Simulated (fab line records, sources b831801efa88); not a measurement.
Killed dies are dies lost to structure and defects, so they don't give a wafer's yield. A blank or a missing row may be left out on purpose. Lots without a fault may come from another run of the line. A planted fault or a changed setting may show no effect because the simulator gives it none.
A struck lot beside a sound one | flow sky130 | 42 steps out of a route of 708
Sound: wafers L409.2, L409.3, L409.5. Struck: wafers L420.1, L420.2, L420.5. The cause comes at the end.
At each step with rows: each side's tool, then ch and its chambers, then its first start. Under that, the readings that differ: sound wafers | struck wafers | difference of the means | sigmas: that difference in standard deviations of wafers without a fault.
alike: readings whose means differ by less than 2 such deviations, and words and numbers that are the same on both sides. not compared: withheld readings, readings that some wafer has no value for, bounds like >300 that may hide the same value, and numbers for which the record gives no deviation and whose values overlap.
The two part at a step that has a row with sigmas, a row that says differs or no value, or rows on one side only. Numbers that don't overlap but have no deviation are shown without sigmas and don't part them. A reading that every wafer of one side lacks parts them only if that side has two wafers or more.

first, 2 steps without rows for these wafers: SKY_NWELL_PEB_08; SKY_NWELL_DEVELOP_09 (develop time 60 s).
SKY_NWELL_OVL_MEAS_10:
  sound on overlay-02, day 5 20:50; struck on overlay-01, day 8 12:12
  alike: NWELL_00_OVL
then, 3 steps without rows for these wafers: SKY_NWELL_IMPLANT_11; SKY_NWELL_IMPLANT_12; SKY_NWELL_IMPLANT_13.
SKY_NWELL_STRIP_14: strips in O2/N2.
  sound on plasma_asher-01 ch 0, day 5 21:19; struck on plasma_asher-01 ch 0,1, day 8 12:41
  alike: drypump_motor_current_A, oes_product_au, strip_time_to_endpoint_s
  not compared: rf_hours_counter_h
SKY_NWELL_TW_MEAS_15:
  sound on film_metro-04, day 5 21:26; struck on film_metro-01, day 8 12:47
  alike: NWELL_TW
then, 4 steps without rows for these wafers: SKY_NWELL_DEHYDRATE_16 (time 60 s); SKY_NWELL_HMDS_17 (prime time 60 s); SKY_NWELL_COAT_18 (resist thk 3000 nm); SKY_NWELL_SOFTBAKE_19.
SKY_NWELL_EXPOSE_20: exposes mask NWM COMPLEMENT, target cd 840 nm.
  sound on iline_stepper-01 ch 0, day 6 06:59; struck on iline_stepper-01 ch 0, day 8 23:31
  alike: mask, exposure_dose_mJ_cm2, stage_vel_mm_s
then, 2 steps without rows for these wafers: SKY_NWELL_PEB_21; SKY_NWELL_DEVELOP_22 (develop time 60 s).
SKY_NWELL_OVL_MEAS_23:
  sound on overlay-02, day 6 16:11; struck on overlay-02, day 9 08:56
  alike: NWELL_01_OVL
then, 1 step without rows for these wafers: SKY_NWELL_IMPLANT_24.
SKY_NWELL_STRIP_25: strips in O2/N2.
  sound on plasma_asher-03 ch 0,1, day 6 16:22; struck on plasma_asher-01 ch 0,1, day 9 09:07
  reading                     | sound       | struck      | difference | sigmas
  drypump_motor_current_A (A) | 6.2 6.2 6.2 | 5.7 5.3 5.3 | -0.8       | -2
  alike: oes_product_au, strip_time_to_endpoint_s
  not compared: rf_hours_counter_h
SKY_NWELL_TW_MEAS_26:
  sound on film_metro-03, day 6 16:29; struck on film_metro-01, day 9 09:13
  alike: NWELL_2_TW
then, 1 step without rows for these wafers: SKY_NWELL_CLEAN_27 (cleans in SC1/SC2, time 150 s).
SKY_NWELL_RTA_28: time 30 s.
  sound on rtp_anneal-01 ch 0, day 6 16:35; struck on rtp_anneal-01 ch 0, day 9 09:20
  alike: lamp_power_pct, wafer_temp_C_max
SKY_NWELL_RS_MEAS_29: measures by four-point-probe.
  sound on film_metro-01, day 6 16:42; struck on film_metro-01, day 9 09:26
  alike: NWELL_RS
SKY_NWELL_RS_MEAS_31: measures by four-point-probe.
  sound on film_metro-01, day 6 16:56; struck on film_metro-01, day 9 09:40
  reading          | sound          | struck         | difference | sigmas
  PWDE_RS (ohm/sq) | 5321 5290 5310 | 5245 5281 5269 | -42        | -2
then, 7 steps without rows for these wafers: SKY_VT_ADJUST_HVTP_DEHYDRATE_00 (time 60 s); SKY_VT_ADJUST_HVTP_HMDS_01 (prime time 60 s); SKY_VT_ADJUST_HVTP_COAT_02 (resist thk 1140 nm); SKY_VT_ADJUST_HVTP_SOFTBAKE_03 (time 60 s); SKY_VT_ADJUST_HVTP_EXPOSE_04 (exposes mask HVTPM, target cd 380 nm); SKY_VT_ADJUST_HVTP_PEB_05; SKY_VT_ADJUST_HVTP_DEVELOP_06 (develop time 60 s).
SKY_VT_ADJUST_HVTP_CD_MEAS_07: target cd 380 nm.
  sound on cd_sem-02, day 7 12:12; struck on cd_sem-01, day 10 08:38
  alike: cd_nm
SKY_VT_ADJUST_HVTP_OVL_MEAS_08:
  sound on overlay-02, day 7 12:19; struck on overlay-01, day 10 08:45
  alike: VT_ADJUST_HVTP_OVL
then, 1 step without rows for these wafers: SKY_VT_ADJUST_HVTP_IMPLANT_09.
SKY_VT_ADJUST_HVTP_STRIP_10: strips in O2/N2.
  sound on plasma_asher-04 ch 0,1, day 7 12:38; struck on plasma_asher-02 ch 0,1, day 10 08:56
  reading                      | sound             | struck            | difference | sigmas
  strip_time_to_endpoint_s (s) | 14.15 14.15 14.16 | 14.27 14.24 14.28 | +0.11      | +2
  alike: drypump_motor_current_A, oes_product_au
  not compared: rf_hours_counter_h
SKY_VT_ADJUST_HVTP_TW_MEAS_11:
  sound on film_metro-04, day 7 12:45; struck on film_metro-04, day 10 09:02
  alike: VT_ADJUST_HVTP_TW
then, 6 steps without rows for these wafers: SKY_VT_ADJUST_LVTN_DEHYDRATE_00 (time 60 s); SKY_VT_ADJUST_LVTN_HMDS_01 (prime time 60 s); SKY_VT_ADJUST_LVTN_COAT_02 (resist thk 3000 nm); SKY_VT_ADJUST_LVTN_SOFTBAKE_03; SKY_VT_ADJUST_LVTN_EXPOSE_04 (exposes mask NWM COMPLEMENT LESS NATIVE, target cd 840 nm); SKY_VT_ADJUST_LVTN_PEB_05.
-- the record jumps here: 40 days lie between the struck wafers' starts before and after (it left off in module VT_ADJUST_LVTN and takes up again in module PAD_OPEN, whose first step shown is number 708 of the route) --
SKY_PAD_OPEN_PROBE_99:
  sound on prober-02, day 47 05:30; struck on prober-01, day 49 23:01
  reading                                 | sound             | struck            | difference | sigmas
  model.etest.res_iso_pwell.width_nm (nm) | 2644 2653 2666    | 2688 2681 2692    | +33        |
  model.etest.res_nwell.width_nm (nm)     | 836.1 845.4 844.7 | 823.9 831.8 832.6 | -12.6      |
  alike: killed_at_M0_to_M3, killed_at_M4_up, killed_at_contacts, killed_at_front_end, killed_at_other, killed_dies, killed_open, killed_short

WHERE THEY PART
First at SKY_NWELL_STRIP_25; last, within this record, at SKY_VT_ADJUST_HVTP_STRIP_10. Later steps at which nothing parts them and some readings are alike: SKY_VT_ADJUST_HVTP_TW_MEAS_11, SKY_PAD_OPEN_PROBE_99.

WHY: what the simulator had put in
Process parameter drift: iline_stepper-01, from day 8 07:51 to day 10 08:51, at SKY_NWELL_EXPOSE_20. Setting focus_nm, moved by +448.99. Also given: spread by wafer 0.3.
